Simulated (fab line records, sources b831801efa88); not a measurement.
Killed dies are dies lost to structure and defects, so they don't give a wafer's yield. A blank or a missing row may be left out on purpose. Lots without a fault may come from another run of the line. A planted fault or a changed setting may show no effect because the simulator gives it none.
Which tool did it? | flow sky130 | 24 lots, 72 wafers sampled, at 6 steps of a route of 708

WHAT THE GAUGES READ, wafer by wafer
SKY_NWELL_OVL_MEAS_10.
lot  | measured     | on         | NWELL_00_OVL (nm)
L074 | day 4 07:52  | overlay-01 | -0.4 1.2 -0.2
L075 | day 4 19:35  | overlay-02 | 1.6 0.7 -0.5
L076 | day 5 01:02  | overlay-02 | 1.2 0.9 1.3
L077 | day 5 06:11  | overlay-01 | -0.7 -0.2 0.0
L078 | day 5 12:10  | overlay-01 | -0.2 1.1 0.2
L079 | day 6 06:53  | overlay-02 | 2.3 0.8 2.4
L080 | day 6 08:34  | overlay-01 | -1.0 -2.1 -1.2
L081 | day 6 08:35  | overlay-02 | 1.2 -1.4 0.5
L082 | day 6 14:07  | overlay-01 | -0.3 1.0 1.7
L083 | day 6 20:44  | overlay-02 | -0.5 -1.7 -0.2
L085 | day 7 04:44  | overlay-01 | 2.5 1.1 1.0
L084 | day 7 05:46  | overlay-02 | 3.7 1.6 0.0
L086 | day 7 11:59  | overlay-02 | 0.5 0.0 -0.6
L087 | day 7 17:19  | overlay-01 | -1.3 -0.6 -2.0
L088 | day 7 22:44  | overlay-02 | 0.3 0.9 -0.1
L089 | day 8 05:44  | overlay-01 | -1.3 0.8 -0.1
L090 | day 8 10:44  | overlay-02 | -0.1 0.5 -0.7
L091 | day 8 16:38  | overlay-01 | 2.7 -0.1 1.8
L092 | day 8 17:47  | overlay-02 | 0.0 1.1 0.5
L093 | day 9 05:05  | overlay-01 | 0.0 -1.0 -1.3
L094 | day 9 19:11  | overlay-01 | 0.6 -0.2 -1.7
L095 | day 10 04:20 | overlay-02 | 2.5 0.8 0.7
L097 | day 10 08:05 | overlay-02 | -0.2 -0.5 -0.9
L096 | day 10 09:14 | overlay-02 | 1.6 -0.2 1.4

SKY_VIA1_THK_MEAS_01.
lot  | measured     | on            | VIA1_HDPCVD_THK (nm)
L074 | day 32 03:32 | film_metro-03 | 1033 1033 1028
L075 | day 33 00:41 | film_metro-04 | 1037 1027 1050
L076 | day 33 02:07 | film_metro-02 | 1032 1035 1024
L077 | day 33 12:17 | film_metro-04 | 1031 1030 1015
L078 | day 34 19:38 | film_metro-04 | 1043 1039 1025
L079 | day 35 02:28 | film_metro-02 | 1037 1024 1038
L080 | day 35 04:05 | film_metro-03 | 1030 1035 1033
L081 | day 35 04:48 | film_metro-02 | 1028 1039 1040
L082 | day 35 09:08 | film_metro-02 | 1054 1028 1037
L083 | day 35 17:17 | film_metro-02 | 1032 1048 1051
L085 | day 36 03:12 | film_metro-02 | 1032 1024 1025
L084 | day 36 05:41 | film_metro-03 | 1015 1010 1017
L086 | day 36 10:21 | film_metro-03 | 1045 1040 1045
L087 | day 36 19:28 | film_metro-03 | 1014 1018 1017
L088 | day 37 01:34 | film_metro-04 | 1009 1012 1009
L089 | day 38 15:59 | film_metro-02 | 1044 1038 1041
L090 | day 38 08:24 | film_metro-02 | 1027 1024 1011
L091 | day 38 12:26 | film_metro-03 | 1031 1038 1041
L092 | day 38 16:34 | film_metro-03 | 1029 1022 1027
L093 | day 38 18:46 | film_metro-03 | 1018 1009 1021
L094 | day 39 12:52 | film_metro-02 | 1022 1027 1035
L095 | day 39 23:05 | film_metro-04 | 1040 1053 1046
L097 | day 40 00:02 | film_metro-02 | 1041 1035 1037
L096 | day 40 04:16 | film_metro-02 | 1019 1019 1020

SKY_VIA3_CD_MEAS_12: target cd 200 nm.
lot  | measured     | on        | cd_nm (nm)
L074 | day 38 22:10 | cd_sem-01 | 197.1 197.3 198.0
L075 | day 39 17:40 | cd_sem-01 | 200.4 200.3 200.9
L076 | day 39 20:38 | cd_sem-02 | 202.4 202.6 203.9
L077 | day 40 04:10 | cd_sem-02 | 198.8 199.2 200.7
L078 | day 41 09:22 | cd_sem-02 | 200.6 200.7 201.3
L079 | day 41 17:35 | cd_sem-01 | 202.2 201.9 202.2
L080 | day 41 18:28 | cd_sem-02 | 199.9 200.6 200.1
L081 | day 41 22:04 | cd_sem-02 | 199.9 199.4 199.7
L082 | day 41 22:37 | cd_sem-01 | 200.7 202.6 200.5
L083 | day 42 07:09 | cd_sem-01 | 204.4 204.8 205.0
L085 | day 42 12:29 | cd_sem-01 | 202.2 201.0 202.0
L084 | day 42 18:50 | cd_sem-02 | 202.7 202.4 201.1
L086 | day 42 22:49 | cd_sem-02 | 199.4 199.2 200.7
L087 | day 43 04:46 | cd_sem-02 | 198.6 198.9 195.6
L088 | day 43 15:49 | cd_sem-01 | 198.7 198.7 198.7
L089 | day 44 22:46 | cd_sem-02 | 198.8 199.1 198.0
L090 | day 44 11:40 | cd_sem-01 | 201.1 200.9 201.1
L091 | day 44 17:17 | cd_sem-02 | 202.0 201.5 202.1
L092 | day 44 23:23 | cd_sem-01 | 200.1 199.5 198.9
L093 | day 45 00:26 | cd_sem-02 | 203.6 203.1 203.0
L094 | day 45 17:05 | cd_sem-02 | 199.5 200.4 199.8
L095 | day 45 23:50 | cd_sem-02 | 200.5 199.0 200.9
L097 | day 45 22:53 | cd_sem-02 | 198.4 199.5 200.4
L096 | day 46 04:26 | cd_sem-01 | 199.6 198.7 199.5

SKY_VIA4_BOW_MEAS_03.
lot  | measured     | on            | VIA4_BOW (um)
L074 | day 41 02:51 | film_metro-04 | 69 70 61
L075 | day 42 00:23 | film_metro-04 | 86 83 86
L076 | day 42 01:25 | film_metro-01 | 82 90 90
L077 | day 42 07:49 | film_metro-03 | 93 76 74
L078 | day 43 11:07 | film_metro-03 | 75 77 72
L079 | day 43 19:14 | film_metro-01 | 88 79 92
L080 | day 43 20:49 | film_metro-04 | 91 83 76
L081 | day 43 23:40 | film_metro-03 | 82 73 73
L082 | day 44 00:31 | film_metro-01 | 78 78 98
L083 | day 44 08:38 | film_metro-03 | 82 88 85
L085 | day 44 12:27 | film_metro-01 | 82 74 73
L084 | day 44 20:19 | film_metro-03 | 68 81 80
L086 | day 44 23:47 | film_metro-01 | 91 92 87
L087 | day 45 05:14 | film_metro-03 | 54 68 58
L088 | day 45 14:34 | film_metro-04 | 88 84 91
L089 | day 46 19:28 | film_metro-03 | 81 73 86
L090 | day 46 09:38 | film_metro-04 | 82 74 80
L091 | day 46 14:57 | film_metro-04 | 81 89 73
L092 | day 46 21:03 | film_metro-04 | 74 63 76
L093 | day 46 21:38 | film_metro-04 | 75 76 82
L094 | day 47 13:26 | film_metro-01 | 83 65 77
L095 | day 47 20:15 | film_metro-03 | 81 85 73
L097 | day 47 19:11 | film_metro-01 | 82 75 77
L096 | day 48 01:03 | film_metro-04 | 90 84 88

WHICH TOOL RAN EACH LOT (tool, then ch and the chambers of the sampled wafers, then the start)
lot  | SKY_VIA1_SPUTTER_20          | SKY_VIA3_STRIP_16
L074 | pvd_sputter-04, day 33 07:03 | plasma_asher-02 ch 0,1, day 38 22:25
L075 | pvd_sputter-03, day 34 03:52 | plasma_asher-03 ch 0,1, day 39 17:53
L076 | pvd_sputter-03, day 34 05:46 | plasma_asher-02 ch 0,1, day 39 20:53
L077 | pvd_sputter-03, day 34 15:27 | plasma_asher-04 ch 0,1, day 40 04:23
L078 | pvd_sputter-03, day 35 22:43 | plasma_asher-02 ch 0,1, day 41 09:35
L079 | pvd_sputter-01, day 36 05:07 | plasma_asher-03 ch 0,1, day 41 17:50
L080 | pvd_sputter-01, day 36 07:05 | plasma_asher-03 ch 0,1, day 41 18:43
L081 | pvd_sputter-04, day 36 08:12 | plasma_asher-04 ch 0,1, day 41 22:17
L082 | pvd_sputter-01, day 36 12:15 | plasma_asher-02 ch 0,1, day 41 22:52
L083 | pvd_sputter-03, day 36 20:00 | plasma_asher-02 ch 0,1, day 42 07:24
L085 | pvd_sputter-03, day 37 05:48 | plasma_asher-04 ch 0,1, day 42 12:44
L084 | pvd_sputter-03, day 37 09:55 | plasma_asher-03 ch 0,1, day 42 19:04
L086 | pvd_sputter-01, day 37 13:01 | plasma_asher-02 ch 0,1, day 42 23:04
L087 | pvd_sputter-01, day 37 22:04 | plasma_asher-04 ch 0,1, day 43 04:59
L088 | pvd_sputter-01, day 38 04:52 | plasma_asher-03 ch 0,1, day 43 16:07
L089 | pvd_sputter-01, day 39 17:01 | plasma_asher-04 ch 0,1, day 44 22:59
L090 | pvd_sputter-03, day 39 09:58 | plasma_asher-04 ch 0,1, day 44 11:55
L091 | pvd_sputter-01, day 39 14:30 | plasma_asher-02 ch 0,1, day 44 17:33
L092 | pvd_sputter-03, day 39 18:25 | plasma_asher-02 ch 0,1, day 44 23:38
L093 | pvd_sputter-04, day 39 20:54 | plasma_asher-04 ch 0,1, day 45 00:41
L094 | pvd_sputter-04, day 40 15:17 | plasma_asher-03 ch 0,1, day 45 17:21
L095 | pvd_sputter-01, day 41 00:04 | plasma_asher-04 ch 0,1, day 46 00:05
L097 | pvd_sputter-03, day 41 01:00 | plasma_asher-04 ch 0,1, day 45 23:07
L096 | pvd_sputter-01, day 41 05:39 | plasma_asher-04 ch 0,1, day 46 04:41
- SKY_VIA1_SPUTTER_20: material TiN, target thk 20 nm, time 80 s.
- SKY_VIA3_STRIP_16: strips in O2/N2.

WHAT THE TOOLS THEMSELVES READ (means of the sampled wafers that have a number; where no wafer has one, the mark that the record gives instead)
SKY_VIA1_SPUTTER_20.
lot  | tool           | cathode_dc_power_W (W) | chamber_pressure_pa (Pa) | throttle_valve_pct (%)
L074 | pvd_sputter-04 | 3999.7                 | 5.006                    | 29.4
L075 | pvd_sputter-03 | 3999.7                 | 5.010                    | 28.8
L076 | pvd_sputter-03 | 4000.2                 | 5.010                    | 28.9
L077 | pvd_sputter-03 | 4000.9                 | 5.003                    | 29.7
L078 | pvd_sputter-03 | 4000.3                 | 4.981                    | 29.7
L079 | pvd_sputter-01 | 3999.6                 | 4.997                    | 29.7
L080 | pvd_sputter-01 | 3999.9                 | 4.992                    | 29.9
L081 | pvd_sputter-04 | 4000.0                 | 4.998                    | 29.3
L082 | pvd_sputter-01 | 3999.8                 | 4.993                    | 29.0
L083 | pvd_sputter-03 | 3999.8                 | 4.985                    | 29.3
L085 | pvd_sputter-03 | 4000.4                 | 5.004                    | 29.1
L084 | pvd_sputter-03 | 4000.2                 | 4.994                    | 29.8
L086 | pvd_sputter-01 | 4000.6                 | 5.004                    | 29.3
L087 | pvd_sputter-01 | 4000.0                 | 4.997                    | 29.4
L088 | pvd_sputter-01 | 3999.6                 | 4.997                    | 29.7
L089 | pvd_sputter-01 | 3999.5                 | 4.999                    | 29.1
L090 | pvd_sputter-03 | 3999.4                 | 4.995                    | 29.5
L091 | pvd_sputter-01 | 4000.2                 | 4.997                    | 30.0
L092 | pvd_sputter-03 | 4000.0                 | 4.996                    | 29.3
L093 | pvd_sputter-04 | 3999.5                 | 4.997                    | 29.5
L094 | pvd_sputter-04 | 4000.8                 | 5.003                    | 29.9
L095 | pvd_sputter-01 | 4000.2                 | 4.996                    | 29.7
L097 | pvd_sputter-03 | 4000.1                 | 5.004                    | 29.4
L096 | pvd_sputter-01 | 3999.6                 | 5.006                    | 29.4

SKY_VIA3_STRIP_16.
lot  | tool            | drypump_motor_current_A (A) | oes_product_au (a.u.) | strip_time_to_endpoint_s (s)
L074 | plasma_asher-02 | 5.2                         | 0.403                 | 4.149
L075 | plasma_asher-03 | 5.7                         | 0.399                 | 4.106
L076 | plasma_asher-02 | 5.1                         | 0.401                 | 4.116
L077 | plasma_asher-04 | 6.1                         | 0.402                 | 4.107
L078 | plasma_asher-02 | 5.4                         | 0.400                 | 4.126
L079 | plasma_asher-03 | 5.7                         | 0.405                 | 4.120
L080 | plasma_asher-03 | 5.7                         | 0.401                 | 4.135
L081 | plasma_asher-04 | 6.0                         | 0.403                 | 4.125
L082 | plasma_asher-02 | 5.4                         | 0.403                 | 4.109
L083 | plasma_asher-02 | 5.4                         | 0.401                 | 4.103
L085 | plasma_asher-04 | 6.0                         | 0.399                 | 4.143
L084 | plasma_asher-03 | 5.7                         | 0.401                 | 4.098
L086 | plasma_asher-02 | 5.2                         | 0.400                 | 4.107
L087 | plasma_asher-04 | 6.0                         | 0.397                 | 4.118
L088 | plasma_asher-03 | 5.6                         | 0.397                 | 4.103
L089 | plasma_asher-04 | 6.1                         | 0.400                 | 4.114
L090 | plasma_asher-04 | 6.0                         | 0.403                 | 4.143
L091 | plasma_asher-02 | 5.2                         | 0.405                 | 4.136
L092 | plasma_asher-02 | 5.4                         | 0.404                 | 4.129
L093 | plasma_asher-04 | 6.1                         | 0.397                 | 4.136
L094 | plasma_asher-03 | 5.7                         | 0.405                 | 4.147
L095 | plasma_asher-04 | 6.1                         | 0.404                 | 4.127
L097 | plasma_asher-04 | 6.0                         | 0.403                 | 4.095
L096 | plasma_asher-04 | 6.0                         | 0.403                 | 4.106

THE ANSWER, worked out from the rows above alone
Rule: what is usual is taken from the lots themselves. Put in order of their means at a reading, lots are off if they are a third of the lots or fewer, leave a main group of 4 or more, and stand apart from it by a gap of 3 or more times the standard deviation of the main group's means; of several such gaps the widest counts. A main group whose means are all the same, to the digits that the tables above print for the reading, isn't used. A lot without any number at a reading at which 4 lots or more have one is off too. The other lots that the step has rows for count as sound. The gauges are gone through in route order, then the tools' own readings, and for those a lot's mean is taken as printed above. The first step at which some lot is off is used, and at that step the reading that is off furthest; a lot without a number counts as furthest.
No lot is off at any reading shown: from this, nothing can be told.

WHAT THE SIMULATOR HAD PUT IN
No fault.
